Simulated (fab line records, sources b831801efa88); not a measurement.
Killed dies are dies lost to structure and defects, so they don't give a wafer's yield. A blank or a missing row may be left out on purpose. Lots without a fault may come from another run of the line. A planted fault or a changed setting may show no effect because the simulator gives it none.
Chamber matching | flow sky130 | SKY_FIELD_ISO_CMP_27 on cmp-01: 4 sister chambers
The step polishes, stops on Si3N4, t overpolish 16 s, target thk 457.8 nm. 18 wafers are shown with their chamber, then 9 later ones without.

WAFERS WITH THEIR CHAMBER
wafer  | chamber | motor_current_A (A) | time_to_endpoint_s (s) | overpolish_run_s (s)
L402.2 | 2       | 10.9                | 114                    | 16.004
L402.3 | 0       | 11.4                | 113                    | 15.989
L402.4 | 3       | 11.5                | 113                    | 16.009
L403.3 | 0       | 11.6                | 116                    | 15.998
L403.5 | 0       | 11.7                | 118                    | 15.995
L403.6 | 3       | 11.9                | 116                    | 15.996
L406.1 | 2       | 10.9                | 115                    | 15.980
L406.4 | 0       | 11.4                | 115                    | 16.011
L406.6 | 1       | 12.7                | 114                    | 15.992
L407.2 | 0       | 11.0                | 116                    | 16.001
L407.3 | 3       | 12.8                | 112                    | 15.989
L407.6 | 0       | 11.1                | 119                    | 16.003
L415.1 | 0       | 11.5                | 116                    | 16.008
L415.2 | 3       | 11.8                | 115                    | 16.002
L415.4 | 1       | 13.2                | 109                    | 16.006
L417.1 | 0       | 10.7                | 115                    | 15.982
L417.2 | 3       | 11.8                | 109                    | 15.995
L417.6 | 2       | 10.8                | 114                    | 15.996

SIGNATURES (means of the wafers above)
reading            | chamber 0 | chamber 1 | chamber 2 | chamber 3 | scatter within a chamber
motor_current_A    | 11.300    | 12.950    | 10.867    | 11.960    | 0.369
time_to_endpoint_s | 116.00    | 111.50    | 114.33    | 113.00    | 2.19
overpolish_run_s   | 15.99837  | 15.99900  | 15.99333  | 15.99820  | 0.00954
Rule: a wafer's distance from a chamber is the root of the sum, over the readings, of the square of ((its reading less the chamber's mean) divided by the reading's scatter). The wafer belongs to the nearest chamber; if the next one is less than 2 further off, it can't be placed. The scatter: the root of (the sum of the squares of (reading less its chamber's mean) over the shown wafers, divided by (wafers less chambers)).

WAFERS WITHOUT THEIR CHAMBER
wafer  | motor_current_A (A) | time_to_endpoint_s (s) | overpolish_run_s (s)
L418.3 | 11.5                | 110                    | 15.997
L418.4 | 13.5                | 107                    | 15.994
L418.5 | 12.5                | 109                    | 16.009
L419.3 | 12.1                | 108                    | 15.978
L419.4 | 11.2                | 113                    | 16.001
L419.5 | 11.5                | 113                    | 16.000
L420.1 | 11.2                | 118                    | 15.998
L420.2 | 13.1                | 112                    | 16.000
L420.5 | 10.9                | 116                    | 15.991

WHICH CHAMBER EACH WENT THROUGH
wafer  | from the rows above               | in truth
L418.3 | can't be placed: 3 or 2 or 0      | 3
L418.4 | 1                                 | 1
L418.5 | can't be placed: 1 or 3           | 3
L419.3 | can't be placed: 3 or 1 or 2 or 0 | 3
L419.4 | can't be placed: 2 or 0 or 3      | 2
L419.5 | can't be placed: 3 or 0 or 2      | 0
L420.1 | can't be placed: 0 or 2           | 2
L420.2 | 1                                 | 1
L420.5 | can't be placed: 2 or 0           | 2
Placed correctly: 2 of 9. Can't be placed from these rows: 7 (the true chamber is among the candidates in 7). Placed wrongly: 0.
